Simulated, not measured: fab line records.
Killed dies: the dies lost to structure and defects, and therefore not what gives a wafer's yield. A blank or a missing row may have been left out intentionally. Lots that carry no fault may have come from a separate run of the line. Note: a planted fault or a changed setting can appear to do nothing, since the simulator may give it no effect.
fab line records	flow sky130
[record] lots = 13	wafers = 39	last-day = 50
route steps=708 shown VIA3@585 METAL4@598 PAD_OPEN@708
lots with no fault: from the same line, run without faults
start-h: the number of hours between the record's first day and the start of the first shown wafer of the lot	wait-h: hours elapsed since this lot's preceding step	" the same as in the row above	L1.1+2: several wafers, shown together as one row	- no value, or no start was given	* or withheld: withheld	< > ~ a bound
route shown NAME@n: a module of which the file shows steps, and the number in the route of the first	usual: mean and standard deviation over wafers with no fault	same: alike in all rows	chamber/n: place in a boat	sites: per-site readings	_std_site: the standard deviation of these	_edge_site: inner sites' mean taken away from outer sites' mean	radius-mm: how far each site lies from the wafer's centre	mask NAME#n: copy n	behind: tool/chamber where the wafer was last shaped	hold: what put the lot on hold/how long, in hours/how the hold closed	device: which transistor (n, p or np) failed to switch	end of line: the tests these same wafers got at the end of their route	a step with no rows: only its recipe	killed: count of dies lost to structure and defects at first sort (not the wafer's yield)	map: shows each die of a wafer: x if killed, . if not, _ if none is there
set.NAME: the run value of the setting; set.NAME@STEP: its run value at that earlier step	model.NAME: the simulator's own value behind a step, which no gauge read
route steps across a sampled set of lots; one table per step, one row per wafer
services: a tool's chamber out of use, with start hour (start-h, from the record's first day; less than 0 if before it), hours out, and reason
[[steps]]
[step SKY_VIA3_CD_MEAS_12]
[recipe] target-cd-nm = 200
[usual] cd-nm = 200.7/1.5
lot.wafer	tool	chamber	start-h	wait-h	cd-nm
L207.1	cd-sem-01	-	970.82	-	201.4
L207.3	"	-	"	"	199.6
L207.5	"	-	"	"	199.9
L212.2	cd-sem-01	-	971.45	-	200.7
L212.3	"	-	"	"	200.0
L212.5	"	-	"	"	201.1
L210.2	cd-sem-01	-	971.57	-	201.0
L210.4	"	-	"	"	200.7
L210.6	"	-	"	"	201.5
L213.2	cd-sem-01	-	971.80	-	198.4
L213.4	"	-	"	"	200.8
L213.5	"	-	"	"	200.9
L214.1	cd-sem-01	-	972.25	-	200.9
L214.2	"	-	"	"	201.1
L214.6	"	-	"	"	199.1
L216.1	cd-sem-01	-	991.37	-	200.6
L216.4	"	-	"	"	200.6
L216.6	"	-	"	"	199.9
L215.1	cd-sem-02	-	993.13	-	202.9
L215.4	"	-	"	"	201.0
L215.6	"	-	"	"	201.3
L218.1	cd-sem-02	-	1018.12	-	201.8
L218.5	"	-	"	"	203.5
L218.6	"	-	"	"	202.7
L217.1	cd-sem-01	-	1019.23	-	201.1
L217.2	"	-	"	"	202.0
L217.6	"	-	"	"	201.2
L220.3	cd-sem-01	-	1019.46	-	200.3
L220.4	"	-	"	"	200.4
L220.6	"	-	"	"	198.8
L219.1	cd-sem-01	-	1023.27	-	199.7
L219.4	"	-	"	"	200.4
L219.5	"	-	"	"	200.2
L221.1	cd-sem-01	-	1041.97	-	201.4
L221.3	"	-	"	"	201.4
L221.5	"	-	"	"	202.0
L230.2	cd-sem-02	-	1073.00	-	197.9
L230.4	"	-	"	"	198.5
L230.6	"	-	"	"	199.3
[step SKY_VIA3_OVL_MEAS_13]
[usual] VIA3_OVL = -1/5.7
lot.wafer	tool	chamber	start-h	wait-h	VIA3_OVL[nm]
L207.1	overlay-02	-	970.94	0.1	0
L207.3	"	-	"	"	2
L207.5	"	-	"	"	4
L212.2	overlay-02	-	971.56	0.1	-7
L212.3	"	-	"	"	-4
L212.5	"	-	"	"	1
L210.2	overlay-02	-	971.68	0.1	-8
L210.4	"	-	"	"	-5
L210.6	"	-	"	"	-12
L213.2	overlay-01	-	971.91	0.1	-2
L213.4	"	-	"	"	-6
L213.5	"	-	"	"	-8
L214.1	overlay-02	-	972.37	0.1	-10
L214.2	"	-	"	"	1
L214.6	"	-	"	"	0
L216.1	overlay-02	-	991.49	0.1	4
L216.4	"	-	"	"	-2
L216.6	"	-	"	"	5
L215.1	overlay-01	-	993.25	0.1	-10
L215.4	"	-	"	"	-4
L215.6	"	-	"	"	-5
L218.1	overlay-02	-	1018.24	0.1	0
L218.5	"	-	"	"	5
L218.6	"	-	"	"	7
L217.1	overlay-02	-	1019.35	0.1	-10
L217.2	"	-	"	"	-11
L217.6	"	-	"	"	-6
L220.3	overlay-02	-	1019.56	0.1	-2
L220.4	"	-	"	"	-1
L220.6	"	-	"	"	3
L219.1	overlay-01	-	1023.39	0.1	1
L219.4	"	-	"	"	-3
L219.5	"	-	"	"	4
L221.1	overlay-01	-	1042.09	0.1	5
L221.3	"	-	"	"	-9
L221.5	"	-	"	"	-8
L230.2	overlay-02	-	1073.10	0.1	2
L230.4	"	-	"	"	-2
L230.6	"	-	"	"	0
[step SKY_VIA3_SPUTTER_20]
[recipe] material = TiN	target-thk-nm = 20	chamber-pressure-pa = 5	power-w = 4000	time-s = 80
[usual] chamber-pressure-pa = 5.001/0.011	throttle-valve-pct = 30.0/1.1
lot.wafer	tool	chamber	start-h	wait-h	chamber-pressure-pa	throttle-valve-pct
L207.1	pvd-sputter-01	-	971.67	0.0	5.018	29.3
L207.3	"	-	"	"	4.981	29.8
L207.5	"	-	"	"	5.011	29.4
L212.2	pvd-sputter-04	-	972.28	0.0	5.004	28.9
L212.3	"	-	"	"	4.981	28.8
L212.5	"	-	"	"	5.003	30.3
L210.2	pvd-sputter-02	-	972.45	0.0	4.983	29.7
L210.4	"	-	"	"	5.010	31.4
L210.6	"	-	"	"	5.003	29.8
L213.2	pvd-sputter-02	-	972.64	0.0	5.012	29.8
L213.4	"	-	"	"	4.986	31.4
L213.5	"	-	"	"	5.005	29.0
L214.1	pvd-sputter-02	-	973.11	0.0	4.995	31.3
L214.2	"	-	"	"	5.010	31.4
L214.6	"	-	"	"	5.012	30.1
L216.1	pvd-sputter-02	-	992.22	0.0	5.009	31.4
L216.4	"	-	"	"	4.999	29.9
L216.6	"	-	"	"	5.006	31.3
L215.1	pvd-sputter-04	-	993.98	0.0	4.991	31.9
L215.4	"	-	"	"	4.998	30.4
L215.6	"	-	"	"	5.019	28.6
L218.1	pvd-sputter-02	-	1019.07	0.0	5.017	29.2
L218.5	"	-	"	"	4.980	31.5
L218.6	"	-	"	"	4.998	29.5
L217.1	pvd-sputter-01	-	1020.08	0.0	5.005	29.4
L217.2	"	-	"	"	4.992	28.4
L217.6	"	-	"	"	4.983	29.3
L220.3	pvd-sputter-04	-	1020.27	0.0	5.022	28.9
L220.4	"	-	"	"	5.009	30.4
L220.6	"	-	"	"	5.013	32.1
L219.1	pvd-sputter-01	-	1024.12	0.0	5.006	29.3
L219.4	"	-	"	"	4.996	29.0
L219.5	"	-	"	"	5.003	29.4
L221.1	pvd-sputter-01	-	1043.10	0.0	4.788	29.0
L221.3	"	-	"	"	4.778	30.3
L221.5	"	-	"	"	4.766	30.0
L230.2	pvd-sputter-01	-	1073.83	0.0	4.770	29.2
L230.4	"	-	"	"	4.764	30.2
L230.6	"	-	"	"	4.772	30.8
[step SKY_METAL4_SPUTTER_00]
[recipe] material = Ti	target-thk-nm = 15	power-w = 3000	time-s = 10	chamber-pressure-pa = 0.4
[usual] chamber-pressure-pa = 0.3998/0.00082	throttle-valve-pct = 29.7/1
lot.wafer	tool	chamber	start-h	wait-h	chamber-pressure-pa	throttle-valve-pct
L207.1	pvd-sputter-01	-	972.34	0.1	0.3999	29.9
L207.3	"	-	"	"	0.4005	28.3
L207.5	"	-	"	"	0.3996	29.4
L212.2	pvd-sputter-01	-	972.95	0.2	0.3993	29.4
L212.3	"	-	"	"	0.3998	29.2
L212.5	"	-	"	"	0.3993	28.6
L210.2	pvd-sputter-04	-	973.11	0.1	0.3987	32.0
L210.4	"	-	"	"	0.3998	30.2
L210.6	"	-	"	"	0.3997	28.5
L213.2	pvd-sputter-01	-	973.30	0.2	0.3989	30.0
L213.4	"	-	"	"	0.3997	29.5
L213.5	"	-	"	"	0.4002	29.4
L214.1	pvd-sputter-01	-	973.78	0.1	0.4001	29.3
L214.2	"	-	"	"	0.4012	28.7
L214.6	"	-	"	"	0.4011	28.4
L216.1	pvd-sputter-01	-	992.89	0.2	0.3987	28.6
L216.4	"	-	"	"	0.4002	29.5
L216.6	"	-	"	"	0.4004	29.3
L215.1	pvd-sputter-04	-	994.69	0.1	0.4001	28.7
L215.4	"	-	"	"	0.3995	29.0
L215.6	"	-	"	"	0.4008	30.4
L218.1	pvd-sputter-04	-	1019.73	0.1	0.4005	30.3
L218.5	"	-	"	"	0.3998	30.1
L218.6	"	-	"	"	0.4004	28.8
L217.1	pvd-sputter-03	-	1020.75	0.2	0.3989	31.1
L217.2	"	-	"	"	0.4001	30.5
L217.6	"	-	"	"	0.3985	30.6
L220.3	pvd-sputter-01	-	1021.06	0.2	0.3989	30.1
L220.4	"	-	"	"	0.4004	29.2
L220.6	"	-	"	"	0.4005	30.1
L219.1	pvd-sputter-03	-	1024.79	0.2	0.4003	30.3
L219.4	"	-	"	"	0.3998	29.3
L219.5	"	-	"	"	0.4018	30.7
L221.1	pvd-sputter-03	-	1043.76	0.2	0.4010	30.4
L221.3	"	-	"	"	0.4003	31.4
L221.5	"	-	"	"	0.4006	30.6
L230.2	pvd-sputter-03	-	1074.49	0.2	0.4000	28.4
L230.4	"	-	"	"	0.3995	29.4
L230.6	"	-	"	"	0.3996	29.5
[step SKY_PAD_OPEN_PROBE_99]
[usual] defect-limited-yield = 83.0/1.8	killed_at_M0_to_M3 = 42/6.6	killed_at_M4_up = 3.0/1.7	killed-at-contacts = 24/5.3	killed-at-front-end = 15/4.5	killed-at-other = 0.2/0.49	killed-dies = 83/9	killed-open = 45/6.9	killed-short = 38/5.8	sort_bin_3_pad_short = 0.8/0.4	sort_bin_5_function = 10.0/1.5	sort_bin_6_memory = 6.1/1.1	sort-n-pass = 409/9	sort-yield-pct = 83.0/1.8
[same] gross-dies = 492	killed-at-back-side = 0	sort_bin_4_leakage[%] = 0	sort_bin_8_speed[%] = 0
lot.wafer	tool	chamber	start-h	wait-h	defect-limited-yield[%]	killed_at_M0_to_M3	killed_at_M4_up	killed-at-contacts	killed-at-front-end	killed-at-other	killed-dies	killed-open	killed-short	sort_bin_3_pad_short[%]	sort_bin_5_function[%]	sort_bin_6_memory[%]	sort-n-pass	sort-yield-pct[%]
L207.1	prober-02	-	1114.76	0.1	83.9	39	3	20	17	0	79	38	41	1.2	8.1	6.7	413	83.9
L207.3	prober-02	-	1114.86	0.2	82.7	40	4	23	18	0	85	47	38	0.2	10.4	6.7	407	82.7
L207.5	prober-02	-	1114.96	0.2	87.4	28	1	21	12	0	62	31	31	1.0	7.5	4.1	430	87.4
L213.2	prober-02	-	1116.33	0.1	83.9	50	3	14	12	0	79	39	40	0.4	8.7	6.9	413	83.9
L213.4	prober-02	-	1116.43	0.2	82.1	44	3	25	16	0	88	42	46	1.0	11.4	5.5	404	82.1
L213.5	prober-02	-	1116.48	0.2	86.8	34	2	15	14	0	65	32	33	0.2	7.3	5.7	427	86.8
L212.2	prober-01	-	1116.61	0.3	80.9	49	6	19	20	0	94	53	41	1.0	11.4	6.7	398	80.9
L212.3	prober-01	-	1116.66	0.3	83.3	38	6	21	17	0	82	46	36	1.0	9.6	6.1	410	83.3
L212.5	prober-01	-	1116.76	0.4	85.8	31	1	27	11	0	70	39	31	0.6	6.5	7.1	422	85.8
L210.2	prober-02	-	1116.63	0.3	85.6	44	2	15	10	0	71	35	36	0.4	8.9	5.1	421	85.6
L210.4	prober-02	-	1116.73	0.4	82.5	43	6	26	11	0	86	51	35	1.2	10.2	6.1	406	82.5
L210.6	prober-02	-	1116.83	0.4	85.2	46	3	15	9	0	73	34	39	1.0	9.3	4.5	419	85.2
L214.1	prober-01	-	1117.76	0.1	81.5	41	4	33	13	0	91	52	39	1.4	8.9	8.1	401	81.5
L214.2	prober-01	-	1117.81	0.1	84.3	32	1	28	16	0	77	35	42	0.8	9.1	5.7	415	84.3
L214.6	prober-01	-	1118.01	0.2	83.7	39	1	27	13	0	80	50	30	0.8	7.5	7.9	412	83.7
L216.1	prober-02	-	1130.22	0.1	82.1	42	0	28	16	2	88	48	40	0.2	10.8	6.9	404	82.1
L216.4	prober-02	-	1130.37	0.2	81.3	53	2	24	13	0	92	56	36	0.4	12.0	6.3	400	81.3
L216.6	prober-02	-	1130.47	0.2	86.0	39	5	11	14	0	69	41	28	1.4	8.5	4.1	423	86.0
L215.1	prober-01	-	1131.93	0.1	84.1	36	1	26	15	0	78	46	32	0.6	9.1	6.1	414	84.1
L215.4	prober-01	-	1132.08	0.2	84.1	36	0	22	20	0	78	50	28	0.6	9.1	6.1	414	84.1
L215.6	prober-01	-	1132.18	0.2	83.9	27	1	34	15	2	79	45	34	0.4	9.8	5.9	413	83.9
L218.1	prober-02	-	1151.61	0.1	81.7	40	1	26	22	1	90	47	42	0.6	10.8	6.9	402	81.7
L218.5	prober-02	-	1151.81	0.2	82.7	35	5	28	17	0	85	48	37	0.8	11.2	5.3	407	82.7
L218.6	prober-02	-	1151.86	0.2	82.5	47	2	17	19	1	86	42	43	1.2	9.8	6.5	406	82.5
L217.1	prober-01	-	1152.90	0.1	83.9	37	0	25	17	0	79	37	41	1.6	10.0	4.5	413	83.9
L217.2	prober-01	-	1152.95	0.1	81.7	42	0	29	19	0	90	57	33	0.6	12.6	5.1	402	81.7
L217.6	prober-01	-	1153.15	0.2	84.6	39	2	22	13	0	76	37	39	1.2	8.3	5.9	416	84.6
L220.3	prober-02	-	1156.60	0.2	82.1	49	5	17	16	1	88	40	48	1.0	10.8	6.1	404	82.1
L220.4	prober-02	-	1156.65	0.2	83.1	44	2	19	16	2	83	49	33	0.6	11.2	5.1	409	83.1
L220.6	prober-02	-	1156.75	0.2	82.5	48	2	20	16	0	86	44	42	0.6	11.0	5.9	406	82.5
L219.1	prober-01	-	1156.88	0.1	79.3	47	5	28	22	0	102	52	49	0.4	11.8	8.5	390	79.3
L219.4	prober-01	-	1157.03	0.2	85.2	35	5	24	9	0	73	36	37	0.6	9.6	4.7	419	85.2
L219.5	prober-01	-	1157.08	0.2	80.5	43	4	28	21	0	96	57	39	0.4	13.0	6.1	396	80.5
L221.1	prober-02	-	1171.08	0.1	82.9	46	2	24	12	0	84	49	35	0.4	10.6	6.1	408	82.9
L221.3	prober-02	-	1171.18	0.2	85.0	34	5	18	17	0	74	33	41	1.0	8.3	5.7	418	85.0
L221.5	prober-02	-	1171.28	0.2	82.9	39	4	30	11	0	84	38	46	0.6	9.6	6.9	408	82.9
L230.2	prober-02	-	1195.96	0.1	81.7	43	4	25	18	0	90	50	40	1.2	10.2	6.9	402	81.7
L230.4	prober-02	-	1196.06	0.2	81.9	43	2	29	14	1	89	52	37	0.6	11.4	6.1	403	81.9
L230.6	prober-02	-	1196.16	0.2	80.1	54	2	22	20	0	98	56	42	0.2	10.8	8.9	394	80.1
// killed by level:class
L207.1 METAL2:geometric-particle:short=9 CONTACT:geometric-particle:open=8 METAL1:geometric-particle:short=7 VIA2:geometric-particle:open=7 FIELD_ISO:geometric-particle:short=5 FIELD_ISO:geometric-particle:open=5 VIA3:geometric-particle:open=5 POLY_GATE:geometric-particle:short=4
L207.3 LI_CONTACT:geometric-particle:open=10 VIA1:geometric-particle:open=10 FIELD_ISO:geometric-particle:short=8 CONTACT:geometric-particle:open=6 VIA2:geometric-particle:open=6 METAL1:geometric-particle:short=5 POLY_GATE:geometric-particle:open=5 CONTACT:geometric-particle:short=4
L207.5 CONTACT:geometric-particle:open=8 VIA2:geometric-particle:open=7 CONTACT:geometric-particle:short=6 METAL3:geometric-particle:short=6 FIELD_ISO:geometric-particle:short=3 POLY_GATE:geometric-particle:short=3 POLY_GATE:geometric-particle:open=3 LI_CONTACT:geometric-particle:open=3
L213.2 METAL1:geometric-particle:short=9 VIA3:geometric-particle:open=8 VIA1:geometric-particle:open=8 CONTACT:geometric-particle:open=7 FIELD_ISO:geometric-particle:short=5 METAL2:geometric-particle:short=5 VIA2:geometric-particle:open=5 VIA1:geometric-particle:short=4
L213.4 LI_CONTACT:geometric-particle:open=11 VIA1:geometric-particle:open=9 METAL1:geometric-particle:short=7 VIA3:geometric-particle:open=6 FIELD_ISO:geometric-particle:short=5 CONTACT:geometric-particle:short=5 METAL2:geometric-particle:short=4 CONTACT:geometric-particle:open=4
L213.5 VIA3:geometric-particle:open=7 CONTACT:geometric-particle:open=6 VIA2:geometric-particle:short=5 FIELD_ISO:geometric-particle:short=4 VIA2:geometric-particle:open=4 VIA1:geometric-particle:open=4 METAL2:geometric-particle:short=4 METAL3:geometric-particle:short=4
L212.2 VIA1:geometric-particle:open=13 CONTACT:geometric-particle:open=10 METAL2:geometric-particle:short=8 VIA2:geometric-particle:open=7 FIELD_ISO:geometric-particle:short=5 METAL4:geometric-particle:short=5 POLY_GATE:geometric-particle:short=4 METAL2:geometric-particle:open=4
L210.2 VIA1:geometric-particle:short=8 VIA2:geometric-particle:open=8 METAL1:geometric-particle:short=6 METAL2:geometric-particle:short=5 FIELD_ISO:geometric-particle:open=4 CONTACT:geometric-particle:short=4 VIA3:geometric-particle:open=4 VIA1:geometric-particle:open=4
L212.3 VIA1:geometric-particle:open=11 CONTACT:geometric-particle:open=7 METAL1:geometric-particle:short=6 FIELD_ISO:geometric-particle:open=5 LI_CONTACT:geometric-particle:open=5 VIA2:geometric-particle:open=5 METAL4:geometric-particle:short=4 POLY_GATE:geometric-particle:open=3
L210.4 CONTACT:geometric-particle:open=9 VIA1:geometric-particle:open=9 LI_CONTACT:geometric-particle:open=8 VIA3:geometric-particle:open=5 METAL2:geometric-particle:short=5 METAL1:geometric-particle:short=4 VIA2:geometric-particle:open=4 FIELD_ISO:geometric-particle:short=3
L212.5 CONTACT:geometric-particle:open=7 VIA1:geometric-particle:open=7 LI_CONTACT:geometric-particle:open=6 FIELD_ISO:geometric-particle:open=5 LI_CONTACT:geometric-particle:short=5 CONTACT:geometric-particle:short=5 VIA3:geometric-particle:open=5 METAL1:geometric-particle:short=4
L210.6 METAL1:geometric-particle:short=10 VIA1:geometric-particle:open=10 CONTACT:geometric-particle:open=6 FIELD_ISO:geometric-particle:short=5 LI_CONTACT:geometric-particle:open=5 VIA1:geometric-particle:short=5 VIA2:geometric-particle:open=5 VIA2:geometric-particle:short=4
L214.1 CONTACT:geometric-particle:open=12 VIA1:geometric-particle:open=10 CONTACT:geometric-particle:short=9 LI_CONTACT:geometric-particle:open=7 METAL1:geometric-particle:short=7 METAL2:geometric-particle:short=6 VIA2:geometric-particle:open=5 FIELD_ISO:geometric-particle:open=4
L214.2 CONTACT:geometric-particle:open=10 VIA1:geometric-particle:open=9 FIELD_ISO:geometric-particle:short=7 CONTACT:geometric-particle:short=7 LI_CONTACT:geometric-particle:open=5 METAL1:geometric-particle:short=5 METAL2:geometric-particle:short=5 POLY_GATE:geometric-particle:short=4
L214.6 CONTACT:geometric-particle:open=16 VIA1:geometric-particle:open=9 METAL2:geometric-particle:short=7 VIA3:geometric-particle:open=5 POLY_GATE:geometric-particle:open=4 LI_CONTACT:geometric-particle:open=4 VIA1:geometric-particle:short=4 VIA2:geometric-particle:open=4
L216.1 CONTACT:geometric-particle:open=13 METAL2:geometric-particle:short=8 VIA3:geometric-particle:open=7 LI_CONTACT:geometric-particle:open=6 VIA1:geometric-particle:open=6 LOCAL_INTERCONNECT:geometric-particle:short=5 VIA2:geometric-particle:open=5 METAL3:geometric-particle:short=5
L216.4 CONTACT:geometric-particle:open=11 VIA1:geometric-particle:open=10 METAL2:geometric-particle:short=10 LI_CONTACT:geometric-particle:open=9 VIA3:geometric-particle:open=9 METAL1:geometric-particle:short=7 POLY_GATE:geometric-particle:open=6 POLY_GATE:geometric-particle:short=3
L216.6 VIA3:geometric-particle:open=9 VIA1:geometric-particle:open=7 METAL2:geometric-particle:short=7 FIELD_ISO:geometric-particle:open=5 POLY_GATE:geometric-particle:open=4 METAL1:geometric-particle:short=4 LI_CONTACT:geometric-particle:open=4 CONTACT:geometric-particle:open=4
L215.1 LI_CONTACT:geometric-particle:open=11 VIA1:geometric-particle:open=9 VIA2:geometric-particle:open=7 LOCAL_INTERCONNECT:geometric-particle:short=5 METAL3:geometric-particle:short=5 FIELD_ISO:geometric-particle:short=4 LI_CONTACT:geometric-particle:short=4 VIA3:geometric-particle:open=4
L215.4 VIA1:geometric-particle:open=13 LI_CONTACT:geometric-particle:open=10 CONTACT:geometric-particle:open=8 POLY_GATE:geometric-particle:short=6 VIA2:geometric-particle:open=5 VIA3:geometric-particle:open=5 FIELD_ISO:geometric-particle:open=4 POLY_GATE:geometric-particle:open=3
L215.6 CONTACT:geometric-particle:open=9 VIA3:geometric-particle:open=8 LI_CONTACT:geometric-particle:open=8 CONTACT:geometric-particle:short=6 LOCAL_INTERCONNECT:geometric-particle:short=5 VIA1:geometric-particle:open=5 FIELD_ISO:geometric-particle:short=4 METAL2:geometric-particle:short=4
L218.1 CONTACT:geometric-particle:open=14 VIA1:geometric-particle:open=13 POLY_GATE:geometric-particle:short=6 CONTACT:geometric-particle:short=6 POLY_GATE:geometric-particle:open=5 METAL2:geometric-particle:short=5 VIA1:geometric-particle:short=5 FIELD_ISO:geometric-particle:short=4
L218.5 CONTACT:geometric-particle:open=14 LI_CONTACT:geometric-particle:open=8 VIA2:geometric-particle:open=8 POLY_GATE:geometric-particle:open=7 VIA1:geometric-particle:short=6 FIELD_ISO:geometric-particle:open=5 METAL1:geometric-particle:short=5 METAL2:geometric-particle:short=5
L218.6 VIA1:geometric-particle:open=9 CONTACT:geometric-particle:open=8 VIA3:geometric-particle:open=8 METAL2:geometric-particle:short=6 FIELD_ISO:geometric-particle:short=5 VIA1:geometric-particle:short=5 POLY_GATE:geometric-particle:short=4 METAL1:geometric-particle:short=4
L217.1 VIA1:geometric-particle:open=11 CONTACT:geometric-particle:open=8 CONTACT:geometric-particle:short=6 VIA1:geometric-particle:short=6 LI_CONTACT:geometric-particle:short=5 VIA3:geometric-particle:open=5 POLY_GATE:geometric-particle:short=4 METAL1:geometric-particle:short=4
L217.2 CONTACT:geometric-particle:open=15 VIA1:geometric-particle:open=13 VIA3:geometric-particle:open=7 CONTACT:geometric-particle:short=6 SPACER:geometric-particle:short=5 FIELD_ISO:geometric-particle:open=4 SPACER:geometric-particle:open=4 LI_CONTACT:geometric-particle:open=4
L217.6 VIA1:geometric-particle:open=8 METAL2:geometric-particle:short=6 CONTACT:geometric-particle:short=6 LI_CONTACT:geometric-particle:open=5 CONTACT:geometric-particle:open=5 VIA2:geometric-particle:short=5 METAL3:geometric-particle:short=5 VIA3:geometric-particle:open=5
L220.3 VIA1:geometric-particle:open=13 CONTACT:geometric-particle:open=7 VIA2:geometric-particle:short=6 FIELD_ISO:geometric-particle:short=5 VIA1:geometric-particle:short=5 METAL2:geometric-particle:short=5 VIA2:geometric-particle:open=5 POLY_GATE:geometric-particle:short=4
L220.4 VIA1:geometric-particle:open=15 VIA2:geometric-particle:open=9 CONTACT:geometric-particle:open=8 VIA1:geometric-particle:short=6 METAL2:geometric-particle:short=5 FIELD_ISO:geometric-particle:short=4 LOCAL_INTERCONNECT:geometric-particle:short=4 FIELD_ISO:geometric-particle:open=3
L220.6 VIA3:geometric-particle:open=8 VIA1:geometric-particle:open=7 CONTACT:geometric-particle:short=6 POLY_GATE:geometric-particle:open=6 METAL1:geometric-particle:short=6 LI_CONTACT:geometric-particle:open=5 CONTACT:geometric-particle:open=5 VIA1:geometric-particle:short=5
L219.1 VIA1:geometric-particle:open=13 CONTACT:geometric-particle:open=11 VIA1:geometric-particle:short=8 POLY_GATE:geometric-particle:open=7 VIA3:geometric-particle:open=7 POLY_GATE:geometric-particle:short=6 FIELD_ISO:geometric-particle:short=5 METAL1:geometric-particle:short=5
L219.4 CONTACT:geometric-particle:open=9 VIA1:geometric-particle:open=7 LI_CONTACT:geometric-particle:open=6 CONTACT:geometric-particle:short=5 VIA1:geometric-particle:short=5 VIA3:geometric-particle:open=5 METAL4:geometric-particle:short=5 METAL1:geometric-particle:short=4
L219.5 VIA1:geometric-particle:open=16 CONTACT:geometric-particle:open=13 METAL2:geometric-particle:short=8 LI_CONTACT:geometric-particle:open=8 FIELD_ISO:geometric-particle:short=7 POLY_GATE:geometric-particle:open=6 POLY_GATE:geometric-particle:short=5 VIA1:geometric-particle:short=4
L221.1 CONTACT:geometric-particle:open=13 VIA1:geometric-particle:open=12 METAL2:geometric-particle:short=6 VIA2:geometric-particle:open=5 METAL1:geometric-particle:short=5 LI_CONTACT:geometric-particle:open=4 LOCAL_INTERCONNECT:geometric-particle:short=4 VIA3:geometric-particle:open=4
L221.3 METAL2:geometric-particle:short=9 POLY_GATE:geometric-particle:short=5 LOCAL_INTERCONNECT:geometric-particle:short=5 CONTACT:geometric-particle:open=5 VIA3:geometric-particle:open=5 POLY_GATE:geometric-particle:open=4 LI_CONTACT:geometric-particle:open=4 METAL1:geometric-particle:short=4
L221.5 LI_CONTACT:geometric-particle:short=9 LI_CONTACT:geometric-particle:open=8 VIA1:geometric-particle:open=7 VIA2:geometric-particle:open=6 METAL3:geometric-particle:short=6 METAL1:geometric-particle:short=5 CONTACT:geometric-particle:open=5 POLY_GATE:geometric-particle:short=4
L230.2 FIELD_ISO:geometric-particle:open=10 LI_CONTACT:geometric-particle:open=9 CONTACT:geometric-particle:open=8 VIA3:geometric-particle:open=8 VIA2:geometric-particle:open=8 METAL2:geometric-particle:short=7 METAL1:geometric-particle:short=6 VIA3:geometric-particle:short=5
L230.4 CONTACT:geometric-particle:open=15 FIELD_ISO:geometric-particle:open=8 LI_CONTACT:geometric-particle:open=6 VIA1:geometric-particle:open=6 METAL2:geometric-particle:short=6 VIA2:geometric-particle:open=6 FIELD_ISO:geometric-particle:short=5 CONTACT:geometric-particle:short=5
L230.6 VIA1:geometric-particle:open=12 VIA3:geometric-particle:open=10 FIELD_ISO:geometric-particle:short=9 VIA2:geometric-particle:open=9 CONTACT:geometric-particle:open=8 METAL1:geometric-particle:short=6 POLY_GATE:geometric-particle:short=5 CONTACT:geometric-particle:short=5
[[services]]
tool	chamber	start-h	hours	kind
pvd-sputter-03	-	962.79	1.5	repair
pvd-sputter-03	-	968.51	6.8	repair
pvd-sputter-04	-	1004.57	4.8	repair
[[key]]
[first-sign] step = SKY_VIA3_SPUTTER_20	reading = chamber-pressure-pa	direction = down	sigmas = 21	usual = 5.001	struck = 4.773
effect none on later readings
met-at SKY_VIA3_SPUTTER_20
struck-lots L221,L230
not-acting-at SKY_VIA3_CD_MEAS_12,SKY_VIA3_OVL_MEAS_13,SKY_METAL4_SPUTTER_00
onset-between 1024.12 1043.10
[fault] kind = process-parameter-drift	tool = pvd-sputter-01	chamber = -	onset-h = 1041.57	steps = SKY_VIA3_SPUTTER_20	channel = chamber-pressure-pa	offset = -0.2277	shape = step	end-h = 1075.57	acts-in = these-recipes-only	stated = 5
